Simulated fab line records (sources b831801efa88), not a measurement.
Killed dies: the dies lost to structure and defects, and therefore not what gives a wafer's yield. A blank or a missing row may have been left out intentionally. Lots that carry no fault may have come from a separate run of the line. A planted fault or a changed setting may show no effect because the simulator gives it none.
fab line records	flow gf180mcu
record lots=24	wafers=72	lastDay=34
route steps=602 shown V1@353 V2@406 V3@453 M4@472 V4@491 V5@556
lots with no fault: from the same line, run without faults
startH: hours from the record's first day to the start of the lot's first wafer shown	waitH: hours since the lot's step before	" unchanged from the row above	L1.1+2: a row that stands for several wafers	- no value, or no start given	* or withheld: withheld	< > ~ a bound
route shown NAME@n: names a module that has steps shown in the file, with the first one's number in the route	usual: the fault-free wafers' mean and standard deviation	same: alike in all rows	chamber/n: place in a boat	sites: per-site readings	_std_site: their standard deviation	_edge_site: mean of outer sites minus mean of inner sites	radiusMm: how far each site lies from the wafer's centre	mask NAME#n: copy n	behind: the most recent tool/chamber to have shaped the wafer	hold: what put the lot on hold/how long, in hours/how the hold closed	device: transistor that didn't switch, given as n, p or np	end of line: the route-end tests of the same wafers	step lacking rows: just its recipe	killed: dies lost to structure and defects at the first sort, not the wafer's yield	map: a wafer's dies, x killed, . not, _ none there
set.NAME: the setting that was run; set.NAME@STEP: the one run at that earlier step	model.NAME: the simulator's own value behind a step, which no gauge read
one table for each step of the route and one row for each wafer, over a sample of lots
services: when a tool's chamber went out of use (startH, in hours from the record's first day, below 0 if earlier), for how many hours, and the reason
## steps
# step GF_V1_STRIP_18
# recipe chemistry=O2/N2	powerW=1400	pressureMtorr=1500	platenTempC=250	o2FlowSccm=3000	n2FlowSccm=300	overashFraction=0.5
# usual drypumpMotorCurrentA=5.83/0.19	heaterPowerW=333/15	oesProductAu=0.593/0.0049	platenTempC=249.98/0.19
lot.wafer	tool	chamber	startH	waitH	drypumpMotorCurrentA	heaterPowerW	oesProductAu	platenTempC	rfHoursCounterH
L074.2	plasmaAsher-04	1	410.55	-	5.63	341	0.595	250.01	77
L074.5	"	0	"	"	5.70	318	0.594	250.02	-
L074.6	"	1	"	"	5.58	346	0.597	249.94	-
L075.2	plasmaAsher-03	0	417.45	-	5.84	326	0.590	250.03	79
L075.3	"	0	"	"	5.87	320	0.597	249.88	-
L075.4	"	1	"	"	6.17	337	0.593	250.18	-
L076.1	plasmaAsher-01	0	427.60	-	5.76	314	0.595	249.92	35
L076.4	"	0	"	"	5.78	322	0.594	249.87	-
L076.5	"	1	"	"	6.00	361	0.596	249.52	-
L077.2	plasmaAsher-01	1	433.57	-	5.98	364	0.593	249.84	35
L077.5	"	1	"	"	6.02	359	0.595	249.85	-
L077.6	"	0	"	"	5.82	325	0.592	249.82	-
L078.1	plasmaAsher-01	0	446.77	-	5.81	313	0.602	249.81	37
L078.3	"	1	"	"	5.99	356	0.591	249.94	-
L078.5	"	0	"	"	5.81	321	0.592	249.89	-
L079.2	plasmaAsher-04	1	461.77	-	5.61	339	0.580	250.10	4
L079.3	"	0	"	"	5.72	321	0.588	250.03	-
L079.4	"	1	"	"	5.60	335	0.597	250.35	-
L080.2	plasmaAsher-03	0	469.77	-	5.80	327	0.589	249.70	85
L080.3	"	0	"	"	5.85	324	0.585	250.06	-
L080.4	"	1	"	"	6.14	342	0.591	250.01	-
L081.2	plasmaAsher-04	1	479.40	-	5.57	336	0.587	249.93	5
L081.4	"	0	"	"	5.72	317	0.595	249.98	-
L081.6	"	1	"	"	5.61	335	0.593	249.82	-
L082.1	plasmaAsher-03	1	488.95	-	6.14	331	0.597	249.73	87
L082.4	"	1	"	"	6.14	328	0.592	249.94	-
L082.6	"	1	"	"	6.14	339	0.601	249.84	-
L083.1	plasmaAsher-03	0	493.17	-	5.86	333	0.591	249.91	87
L083.2	"	1	"	"	6.18	337	0.584	249.76	87
L083.6	"	1	"	"	6.17	338	0.595	249.62	-
L084.3	plasmaAsher-01	0	512.12	-	5.76	322	0.590	250.13	-
L084.4	"	1	"	"	6.00	362	0.596	250.05	-
L084.6	"	1	"	"	5.98	356	0.598	249.90	-
L085.2	plasmaAsher-01	0	515.95	-	5.82	314	0.599	249.93	43
L085.3	"	0	"	"	5.79	312	0.597	250.18	-
L085.6	"	0	"	"	5.84	324	0.589	250.14	-
L086.2	plasmaAsher-04	1	519.40	-	5.55	335	0.592	250.04	9
L086.5	"	0	"	"	5.73	321	0.593	249.92	-
L086.6	"	1	"	"	5.59	330	0.605	249.77	-
L087.2	plasmaAsher-04	1	526.47	-	5.59	342	0.593	249.74	10
L087.5	"	0	"	"	5.70	321	0.589	249.97	-
L087.6	"	1	"	"	5.57	326	0.589	250.16	-
L088.1	plasmaAsher-03	1	535.13	-	6.20	342	0.597	250.09	92
L088.3	"	1	"	"	6.22	340	0.599	249.93	-
L088.5	"	1	"	"	6.17	342	0.589	249.86	-
L089.2	plasmaAsher-03	1	543.87	-	6.16	347	0.593	249.96	93
L089.4	"	1	"	"	6.15	345	0.593	249.88	-
L089.6	"	0	"	"	5.85	329	0.595	250.13	-
L090.1	plasmaAsher-04	1	549.08	-	5.61	339	0.588	249.84	12
L090.4	"	0	"	"	5.71	323	0.588	250.43	-
L090.6	"	0	"	"	5.70	317	0.592	250.04	-
L091.1	plasmaAsher-01	0	554.40	-	5.81	316	0.599	250.00	47
L091.4	"	1	"	"	6.01	367	0.602	250.02	-
L091.5	"	1	"	"	6.01	365	0.591	250.22	-
L092.2	plasmaAsher-01	0	565.62	-	5.71	330	0.597	250.33	48
L092.3	"	1	"	"	6.00	360	0.595	250.36	-
L092.4	"	0	"	"	5.76	314	0.589	250.29	-
L093.1	plasmaAsher-04	1	576.88	-	5.62	344	0.595	249.55	15
L093.2	"	0	"	"	5.71	321	0.595	250.15	15
L093.6	"	0	"	"	5.70	322	0.591	249.89	-
L094.2	plasmaAsher-04	0	584.32	-	5.70	322	0.599	250.11	16
L094.4	"	1	"	"	5.56	336	0.597	250.08	-
L094.5	"	1	"	"	5.58	330	0.586	249.98	-
L095.4	plasmaAsher-01	1	591.88	-	6.01	349	0.597	249.90	-
L095.5	"	0	"	"	5.78	330	0.589	250.26	-
L095.6	"	1	"	"	5.98	366	0.598	250.11	-
L096.1	plasmaAsher-03	1	601.80	-	6.19	335	0.590	250.21	99
L096.3	"	1	"	"	6.14	338	0.592	250.15	-
L096.4	"	0	"	"	5.81	321	0.590	250.33	-
L097.1	plasmaAsher-04	0	602.15	-	5.69	320	0.594	250.03	18
L097.2	"	1	"	"	5.58	325	0.599	249.74	18
L097.3	"	1	"	"	5.61	332	0.591	249.89	-
# step GF_V2_RS_MEAS_24
# recipe thkMeasGauge=four-point-probe	reads=W_of_V2_CVD_23+TiN_of_V2_SPUTTER_22+Ti_of_V2_SPUTTER_21
# usual V2_W_RS=0.327/0.0068
lot.wafer	tool	chamber	startH	waitH	V2_W_RS[ohm/sq]
L074.2	filmMetro-02	-	461.35	0.1	0.321
L074.5	"	-	"	"	0.326
L074.6	"	-	"	"	0.320
L075.2	filmMetro-04	-	469.39	0.1	0.328
L075.3	"	-	"	"	0.324
L075.4	"	-	"	"	0.323
L076.1	filmMetro-03	-	479.12	0.1	0.319
L076.4	"	-	"	"	0.326
L076.5	"	-	"	"	0.329
L077.2	filmMetro-04	-	485.45	0.1	0.338
L077.5	"	-	"	"	0.339
L077.6	"	-	"	"	0.336
L078.1	filmMetro-02	-	498.91	0.1	0.326
L078.3	"	-	"	"	0.329
L078.5	"	-	"	"	0.330
L079.2	filmMetro-04	-	514.16	0.1	0.325
L079.3	"	-	"	"	0.324
L079.4	"	-	"	"	0.320
L080.2	filmMetro-03	-	521.45	0.1	0.327
L080.3	"	-	"	"	0.325
L080.4	"	-	"	"	0.320
L081.2	filmMetro-03	-	530.15	0.2	0.331
L081.4	"	-	"	"	0.335
L081.6	"	-	"	"	0.335
L082.1	filmMetro-03	-	539.32	0.1	0.317
L082.4	"	-	"	"	0.316
L082.6	"	-	"	"	0.317
L083.1	filmMetro-02	-	543.27	0.1	0.334
L083.2	"	-	"	"	0.331
L083.6	"	-	"	"	0.334
L084.3	filmMetro-02	-	561.83	0.1	0.330
L084.4	"	-	"	"	0.323
L084.6	"	-	"	"	0.329
L085.2	filmMetro-03	-	564.93	0.1	0.325
L085.3	"	-	"	"	0.320
L085.6	"	-	"	"	0.313
L086.2	filmMetro-03	-	568.36	0.1	0.316
L086.5	"	-	"	"	0.329
L086.6	"	-	"	"	0.320
L087.2	filmMetro-03	-	574.73	0.1	0.335
L087.5	"	-	"	"	0.329
L087.6	"	-	"	"	0.326
L088.1	filmMetro-04	-	583.03	0.1	0.327
L088.3	"	-	"	"	0.320
L088.5	"	-	"	"	0.325
L089.2	filmMetro-02	-	592.53	0.1	0.342
L089.4	"	-	"	"	0.341
L089.6	"	-	"	"	0.333
L090.1	filmMetro-03	-	595.31	0.1	0.315
L090.4	"	-	"	"	0.317
L090.6	"	-	"	"	0.322
L091.1	filmMetro-03	-	601.76	0.1	0.335
L091.4	"	-	"	"	0.331
L091.5	"	-	"	"	0.334
L092.2	filmMetro-03	-	611.91	0.1	0.332
L092.3	"	-	"	"	0.334
L092.4	"	-	"	"	0.331
L093.1	filmMetro-03	-	621.92	0.1	0.336
L093.2	"	-	"	"	0.335
L093.6	"	-	"	"	0.335
L094.2	filmMetro-04	-	628.95	0.1	0.336
L094.4	"	-	"	"	0.339
L094.5	"	-	"	"	0.336
L095.4	filmMetro-04	-	636.94	0.1	0.315
L095.5	"	-	"	"	0.314
L095.6	"	-	"	"	0.320
L096.1	filmMetro-04	-	645.81	0.1	0.332
L096.3	"	-	"	"	0.329
L096.4	"	-	"	"	0.332
L097.1	filmMetro-02	-	646.46	0.1	0.327
L097.2	"	-	"	"	0.320
L097.3	"	-	"	"	0.325
# step GF_V3_RS_MEAS_24
# recipe thkMeasGauge=four-point-probe	reads=W_of_V3_CVD_23+TiN_of_V3_SPUTTER_22+Ti_of_V3_SPUTTER_21
# usual V3_W_RS=0.325/0.0046
lot.wafer	tool	chamber	startH	waitH	V3_W_RS[ohm/sq]
L074.2	filmMetro-02	-	512.97	0.1	0.332
L074.5	"	-	"	"	0.331
L074.6	"	-	"	"	0.329
L075.2	filmMetro-03	-	519.87	0.1	0.328
L075.3	"	-	"	"	0.327
L075.4	"	-	"	"	0.328
L076.1	filmMetro-03	-	529.18	0.1	0.319
L076.4	"	-	"	"	0.324
L076.5	"	-	"	"	0.317
L077.2	filmMetro-02	-	534.67	0.1	0.328
L077.5	"	-	"	"	0.331
L077.6	"	-	"	"	0.325
L078.1	filmMetro-01	-	548.28	0.1	0.324
L078.3	"	-	"	"	0.324
L078.5	"	-	"	"	0.324
L079.2	filmMetro-02	-	562.46	0.1	0.327
L079.3	"	-	"	"	0.329
L079.4	"	-	"	"	0.328
L080.2	filmMetro-01	-	569.93	0.1	0.329
L080.3	"	-	"	"	0.327
L080.4	"	-	"	"	0.330
L081.2	filmMetro-02	-	578.32	0.1	0.324
L081.4	"	-	"	"	0.324
L081.6	"	-	"	"	0.329
L082.1	filmMetro-03	-	587.19	0.1	0.325
L082.4	"	-	"	"	0.327
L082.6	"	-	"	"	0.323
L083.1	filmMetro-03	-	589.20	0.1	0.331
L083.2	"	-	"	"	0.334
L083.6	"	-	"	"	0.331
L084.3	filmMetro-03	-	608.14	0.1	0.317
L084.4	"	-	"	"	0.320
L084.6	"	-	"	"	0.322
L085.2	filmMetro-01	-	610.56	0.1	0.322
L085.3	"	-	"	"	0.317
L085.6	"	-	"	"	0.322
L086.2	filmMetro-01	-	614.03	0.2	0.327
L086.5	"	-	"	"	0.331
L086.6	"	-	"	"	0.329
L087.2	filmMetro-01	-	619.48	0.1	0.320
L087.5	"	-	"	"	0.323
L087.6	"	-	"	"	0.321
L088.1	filmMetro-01	-	627.35	0.1	0.318
L088.3	"	-	"	"	0.316
L088.5	"	-	"	"	0.319
L089.2	filmMetro-01	-	637.05	0.1	0.333
L089.4	"	-	"	"	0.332
L089.6	"	-	"	"	0.334
L090.1	filmMetro-01	-	639.63	0.1	0.321
L090.4	"	-	"	"	0.320
L090.6	"	-	"	"	0.322
L091.1	filmMetro-01	-	645.52	0.1	0.326
L091.4	"	-	"	"	0.325
L091.5	"	-	"	"	0.327
L092.2	filmMetro-01	-	655.92	0.1	0.324
L092.3	"	-	"	"	0.324
L092.4	"	-	"	"	0.327
L093.1	filmMetro-01	-	664.81	0.1	0.324
L093.2	"	-	"	"	0.321
L093.6	"	-	"	"	0.319
L094.2	filmMetro-01	-	671.33	0.1	0.321
L094.4	"	-	"	"	0.317
L094.5	"	-	"	"	0.326
L095.4	filmMetro-01	-	680.10	0.1	0.329
L095.5	"	-	"	"	0.328
L095.6	"	-	"	"	0.330
L096.1	filmMetro-01	-	686.66	0.1	0.328
L096.3	"	-	"	"	0.325
L096.4	"	-	"	"	0.327
L097.1	filmMetro-02	-	687.20	0.1	0.326
L097.2	"	-	"	"	0.317
L097.3	"	-	"	"	0.326
# step GF_M4_METAL_ETCH_16
# recipe chemistry=Cl2/BCl3	maskMaterial=KrF	targetDepthNm=750.8	stopOn=SiO2	pressureMtorr=8	icpW=800	biasW=140	Cl2_flow_sccm=80	bcl3FlowSccm=40	timeS=125.1
# usual drypumpMotorCurrentA=5.7/0.67	oesProductAu=0.991/0.0053	throttleValvePct=28.229/0.01
# same timeS=125.1
lot.wafer	tool	chamber	startH	waitH	drypumpMotorCurrentA	oesProductAu	rfHoursCounterH	throttleValvePct
L074.2	rieMetal-02	1	536.59	0.0	6.0	0.978	9	28.237
L074.5	"	1	"	"	6.0	0.990	-	28.240
L074.6	"	0	"	"	4.8	0.996	-	28.232
L075.2	rieMetal-04	1	543.34	0.0	5.6	0.990	12	28.233
L075.3	"	1	"	"	5.6	0.988	-	28.225
L075.4	"	0	"	"	4.8	0.979	-	28.240
L076.1	rieMetal-02	1	552.34	0.0	6.0	0.990	10	28.230
L076.4	"	1	"	"	6.0	0.984	-	28.229
L076.5	"	1	"	"	5.9	0.990	-	28.240
L077.2	rieMetal-04	0	557.84	0.0	4.8	0.989	12	28.217
L077.5	"	1	"	"	5.6	0.998	-	28.225
L077.6	"	0	"	"	4.8	0.983	-	28.234
L078.1	rieMetal-04	0	571.29	0.0	4.8	0.988	13	28.233
L078.3	"	0	"	"	4.8	0.987	-	28.237
L078.5	"	0	"	"	4.8	0.989	-	28.218
L079.2	rieMetal-01	1	585.00	0.0	6.4	0.990	6	28.233
L079.3	"	0	"	"	6.3	0.991	-	28.231
L079.4	"	1	"	"	6.4	0.994	-	28.217
L080.2	rieMetal-04	1	592.37	0.0	5.6	0.987	14	28.225
L080.3	"	0	"	"	4.8	0.986	-	28.223
L080.4	"	1	"	"	5.6	0.990	-	28.228
L081.2	rieMetal-04	1	600.39	0.0	5.6	1.001	14	28.230
L081.4	"	1	"	"	5.6	0.992	-	28.226
L081.6	"	1	"	"	5.6	0.989	-	28.227
L082.1	rieMetal-01	0	609.34	0.0	6.3	0.999	12	28.225
L082.4	"	1	"	"	6.4	0.996	-	28.214
L082.6	"	0	"	"	6.3	0.996	-	28.222
L083.1	rieMetal-01	1	611.35	0.0	6.4	0.999	7	28.217
L083.2	"	0	"	"	6.3	0.992	12	28.217
L083.6	"	1	"	"	6.4	0.990	-	28.234
L084.3	rieMetal-01	1	629.08	0.1	6.4	1.001	-	28.226
L084.4	"	1	"	"	6.4	0.990	-	28.220
L084.6	"	1	"	"	6.4	0.997	-	28.227
L085.2	rieMetal-01	1	632.01	0.1	6.4	0.985	-	28.220
L085.3	"	1	"	"	6.4	0.994	-	28.221
L085.6	"	1	"	"	6.4	0.983	-	28.249
L086.2	rieMetal-04	1	635.61	0.0	5.6	0.983	17	28.233
L086.5	"	0	"	"	4.8	0.995	-	28.242
L086.6	"	1	"	"	5.6	0.990	-	28.222
L087.2	rieMetal-01	0	640.67	0.0	6.4	0.987	0	28.226
L087.5	"	1	"	"	6.4	0.988	-	28.226
L087.6	"	0	"	"	6.4	0.993	-	28.231
L088.1	rieMetal-01	0	648.45	0.0	6.4	0.992	0	28.235
L088.3	"	1	"	"	6.4	0.991	-	28.235
L088.5	"	1	"	"	6.4	0.988	-	28.226
L089.2	rieMetal-02	1	657.85	0.0	6.0	0.987	11	28.246
L089.4	"	0	"	"	4.8	0.987	-	28.216
L089.6	"	0	"	"	4.8	0.985	-	28.235
L090.1	rieMetal-01	0	660.29	0.0	6.3	0.989	1	28.217
L090.4	"	1	"	"	6.4	0.995	-	28.223
L090.6	"	1	"	"	6.4	0.998	-	28.216
L091.1	rieMetal-04	0	666.00	0.0	4.8	0.980	2	28.244
L091.4	"	0	"	"	4.8	0.990	-	28.237
L091.5	"	0	"	"	4.8	0.988	-	28.212
L092.2	rieMetal-01	1	675.97	0.0	6.4	0.994	11	28.217
L092.3	"	0	"	"	6.4	0.994	-	28.220
L092.4	"	1	"	"	6.4	0.998	-	28.219
L093.1	rieMetal-04	0	684.80	0.0	4.9	0.987	3	28.233
L093.2	"	1	"	"	5.6	0.992	0	28.224
L093.6	"	1	"	"	5.6	0.995	-	28.225
L094.2	rieMetal-04	0	690.75	0.0	4.9	0.996	3	28.227
L094.4	"	1	"	"	5.6	0.995	-	28.220
L094.5	"	0	"	"	4.9	0.988	-	28.212
L095.4	rieMetal-04	0	699.49	0.1	4.8	0.990	-	28.234
L095.5	"	1	"	"	5.6	0.990	-	28.248
L095.6	"	0	"	"	4.9	0.988	-	28.238
L096.1	rieMetal-02	0	705.34	0.0	4.8	0.989	9	28.227
L096.3	"	0	"	"	4.8	0.992	-	28.230
L096.4	"	0	"	"	4.8	0.991	-	28.247
L097.1	rieMetal-01	0	705.69	0.0	6.4	0.985	3	28.232
L097.2	"	1	"	"	6.4	1.002	12	28.243
L097.3	"	1	"	"	6.4	0.987	-	28.227
# step GF_V4_OVL_MEAS_15
# usual V4_OVL=0/6.9
lot.wafer	tool	chamber	startH	waitH	V4_OVL[nm]
L074.2	overlay-02	-	560.26	0.1	6
L074.5	"	-	"	"	7
L074.6	"	-	"	"	3
L075.2	overlay-01	-	566.71	0.1	-2
L075.3	"	-	"	"	-10
L075.4	"	-	"	"	-2
L076.1	overlay-02	-	575.80	0.1	5
L076.4	"	-	"	"	6
L076.5	"	-	"	"	3
L077.2	overlay-01	-	580.72	0.1	-13
L077.5	"	-	"	"	-2
L077.6	"	-	"	"	-4
L078.1	overlay-01	-	594.01	0.1	11
L078.3	"	-	"	"	13
L078.5	"	-	"	"	11
L079.2	overlay-01	-	607.86	0.1	4
L079.3	"	-	"	"	3
L079.4	"	-	"	"	3
L080.2	overlay-01	-	615.11	0.1	-9
L080.3	"	-	"	"	-5
L080.4	"	-	"	"	-9
L081.2	overlay-02	-	621.92	0.1	5
L081.4	"	-	"	"	7
L081.6	"	-	"	"	1
L082.1	overlay-02	-	630.60	0.1	4
L082.4	"	-	"	"	10
L082.6	"	-	"	"	8
L083.1	overlay-01	-	633.67	0.1	-11
L083.2	"	-	"	"	-7
L083.6	"	-	"	"	-8
L084.3	overlay-01	-	650.82	0.1	-13
L084.4	"	-	"	"	-4
L084.6	"	-	"	"	-4
L085.2	overlay-01	-	653.36	0.1	9
L085.3	"	-	"	"	-2
L085.6	"	-	"	"	2
L086.2	overlay-01	-	657.16	0.1	3
L086.5	"	-	"	"	12
L086.6	"	-	"	"	10
L087.2	overlay-01	-	662.12	0.1	-5
L087.5	"	-	"	"	-5
L087.6	"	-	"	"	-5
L088.1	overlay-01	-	669.32	0.1	-14
L088.3	"	-	"	"	-6
L088.5	"	-	"	"	-10
L089.2	overlay-01	-	679.01	0.1	-14
L089.4	"	-	"	"	-7
L089.6	"	-	"	"	-13
L090.1	overlay-01	-	680.92	0.1	0
L090.4	"	-	"	"	2
L090.6	"	-	"	"	-1
L091.1	overlay-01	-	686.00	0.1	7
L091.4	"	-	"	"	12
L091.5	"	-	"	"	3
L092.2	overlay-02	-	695.76	0.1	-5
L092.3	"	-	"	"	-6
L092.4	"	-	"	"	-4
L093.1	overlay-02	-	704.57	0.1	-2
L093.2	"	-	"	"	2
L093.6	"	-	"	"	-1
L094.2	overlay-02	-	710.26	0.1	-4
L094.4	"	-	"	"	-1
L094.5	"	-	"	"	-6
L095.4	overlay-02	-	719.27	0.1	11
L095.5	"	-	"	"	7
L095.6	"	-	"	"	14
L096.1	overlay-02	-	725.21	0.1	-2
L096.3	"	-	"	"	-1
L096.4	"	-	"	"	-1
L097.1	overlay-01	-	725.27	0.1	3
L097.2	"	-	"	"	-2
L097.3	"	-	"	"	3
# step GF_V5_ETCH_16
# recipe chemistry=N2/H2	targetDepthA=withheld	overetchA=withheld	timeS=withheld	target=BARC	ionEnergyEv=200	sourceW=500	biasW=100	pressureMtorr=30	n2FlowSccm=100	h2FlowSccm=200
# usual drypumpMotorCurrentA=5.8/0.34	h2FlowSccm=199.9/0.56	oesProductAu=0.855/0.0047	throttleValvePct=13.225/0.0089
lot.wafer	tool	chamber	startH	waitH	drypumpMotorCurrentA	h2FlowSccm	oesProductAu	throttleValvePct
L074.2	rieDiel-02	3	628.04	0.0	6.1	199.5	0.859	13.228
L074.5	"	3	"	"	6.1	199.4	0.848	13.212
L074.6	"	0	"	"	5.7	200.6	0.857	13.234
L075.2	rieDiel-01	2	633.22	0.0	5.3	200.4	0.860	13.239
L075.3	"	0	"	"	6.2	200.0	0.848	13.237
L075.4	"	1	"	"	5.7	200.4	0.849	13.238
L076.1	rieDiel-02	0	641.02	0.0	5.8	199.5	0.848	13.237
L076.4	"	3	"	"	6.1	200.0	0.847	13.204
L076.5	"	2	"	"	5.9	199.5	0.857	13.229
L077.2	rieDiel-02	2	646.42	0.0	5.9	201.3	0.859	13.221
L077.5	"	2	"	"	5.9	200.2	0.859	13.229
L077.6	"	1	"	"	6.3	199.4	0.861	13.224
L078.1	rieDiel-04	2	658.49	0.0	5.1	200.4	0.855	13.222
L078.3	"	3	"	"	5.6	199.2	0.855	13.225
L078.5	"	2	"	"	5.0	199.5	0.858	13.220
L079.2	rieDiel-02	3	670.64	0.0	6.1	199.3	0.851	13.222
L079.3	"	1	"	"	6.3	199.6	0.861	13.233
L079.4	"	0	"	"	5.7	198.7	0.860	13.232
L080.2	rieDiel-02	0	678.19	0.0	5.8	199.7	0.859	13.226
L080.3	"	2	"	"	6.0	199.9	0.850	13.230
L080.4	"	2	"	"	5.9	200.5	0.851	13.226
L081.2	rieDiel-04	2	684.19	0.0	5.1	200.0	0.861	13.236
L081.4	"	1	"	"	6.2	199.6	0.867	13.225
L081.6	"	3	"	"	5.6	199.2	0.849	13.229
L082.1	rieDiel-02	0	692.70	0.0	5.7	200.2	0.849	13.217
L082.4	"	3	"	"	6.1	198.8	0.861	13.215
L082.6	"	1	"	"	6.2	201.8	0.858	13.222
L083.1	rieDiel-02	1	695.24	0.0	6.3	200.2	0.854	13.233
L083.2	"	3	"	"	6.1	199.8	0.861	13.221
L083.6	"	0	"	"	5.8	199.6	0.855	13.225
L084.3	rieDiel-04	0	711.42	0.0	5.9	199.5	0.861	13.229
L084.4	"	3	"	"	5.6	199.8	0.856	13.222
L084.6	"	3	"	"	5.6	200.4	0.858	13.230
L085.2	rieDiel-02	1	713.19	0.0	6.2	199.7	0.856	13.228
L085.3	"	3	"	"	6.1	200.3	0.859	13.230
L085.6	"	0	"	"	5.8	199.7	0.857	13.236
L086.2	rieDiel-02	3	717.05	0.0	6.1	199.5	0.844	13.217
L086.5	"	3	"	"	6.1	200.1	0.850	13.214
L086.6	"	2	"	"	5.9	199.5	0.850	13.215
L087.2	rieDiel-02	3	722.42	0.0	6.0	200.5	0.850	13.224
L087.5	"	3	"	"	6.1	200.0	0.851	13.224
L087.6	"	2	"	"	6.0	199.2	0.848	13.230
L088.1	rieDiel-01	3	726.32	0.0	5.8	200.2	0.856	13.224
L088.3	"	1	"	"	5.7	200.3	0.859	13.232
L088.5	"	2	"	"	5.3	199.9	0.855	13.226
L089.2	rieDiel-02	3	738.12	0.0	6.1	199.9	0.859	13.225
L089.4	"	1	"	"	6.3	200.9	0.860	13.232
L089.6	"	2	"	"	5.9	198.9	0.842	13.230
L090.1	rieDiel-04	1	738.59	0.0	6.2	199.1	0.860	13.210
L090.4	"	0	"	"	5.9	199.6	0.862	13.228
L090.6	"	0	"	"	5.8	199.3	0.852	13.224
L091.1	rieDiel-01	3	742.92	0.0	5.8	199.8	0.860	13.239
L091.4	"	2	"	"	5.3	199.3	0.852	13.217
L091.5	"	0	"	"	6.2	200.1	0.854	13.226
L092.2	rieDiel-01	2	751.72	0.0	5.3	199.9	0.850	13.239
L092.3	"	3	"	"	5.8	200.2	0.855	13.229
L092.4	"	0	"	"	6.3	200.2	0.861	13.217
L093.1	rieDiel-01	0	760.37	0.0	6.2	200.6	0.857	13.233
L093.2	"	1	"	"	5.7	199.5	0.868	13.220
L093.6	"	2	"	"	5.3	199.2	0.849	13.223
L094.2	rieDiel-04	0	763.64	0.0	5.9	199.5	0.864	13.218
L094.4	"	1	"	"	6.2	200.3	0.853	13.232
L094.5	"	3	"	"	5.6	200.3	0.858	13.227
L095.4	rieDiel-01	3	773.17	0.0	5.8	199.2	0.855	13.228
L095.5	"	2	"	"	5.3	200.5	0.852	13.219
L095.6	"	3	"	"	5.8	200.0	0.862	13.238
L096.1	rieDiel-02	3	778.29	0.0	6.1	200.1	0.853	13.228
L096.3	"	1	"	"	6.3	200.0	0.847	13.216
L096.4	"	0	"	"	5.7	199.4	0.852	13.231
L097.1	rieDiel-04	2	778.37	0.0	5.1	199.3	0.853	13.220
L097.2	"	1	"	"	6.2	200.1	0.860	13.215
L097.3	"	0	"	"	5.8	199.8	0.857	13.223
## services
tool	chamber	startH	hours	kind
rieDiel-04	1	414.91	1.7	repair
plasmaAsher-04	-	421.25	9.0	pm
plasmaAsher-03	-	430.27	4.6	repair
plasmaAsher-01	-	452.13	11.7	repair
plasmaAsher-04	-	468.38	1.9	repair
rieMetal-04	0	489.15	1.3	repair
plasmaAsher-04	-	553.82	2.6	repair
plasmaAsher-04	-	573.03	2.0	repair
rieDiel-02	0	603.70	9.7	repair
rieMetal-04	-	610.42	0.4	repair
rieMetal-01	-	611.88	0.8	repair
rieDiel-02	0	615.21	5.7	repair
rieDiel-02	1	640.01	1.6	repair
rieMetal-04	1	648.89	12.4	repair
rieDiel-02	1	671.03	10.8	repair
plasmaAsher-01	-	674.03	2.6	repair
plasmaAsher-04	-	677.41	2.3	repair
rieDiel-02	3	685.88	6.2	repair
rieDiel-02	1	700.43	8.8	repair
plasmaAsher-01	-	708.36	1.1	repair
rieMetal-04	-	713.15	1.9	repair
plasmaAsher-03	-	717.22	3.5	repair
plasmaAsher-03	-	733.75	9.0	pm
plasmaAsher-01	-	766.31	1.2	repair
## key
fault none
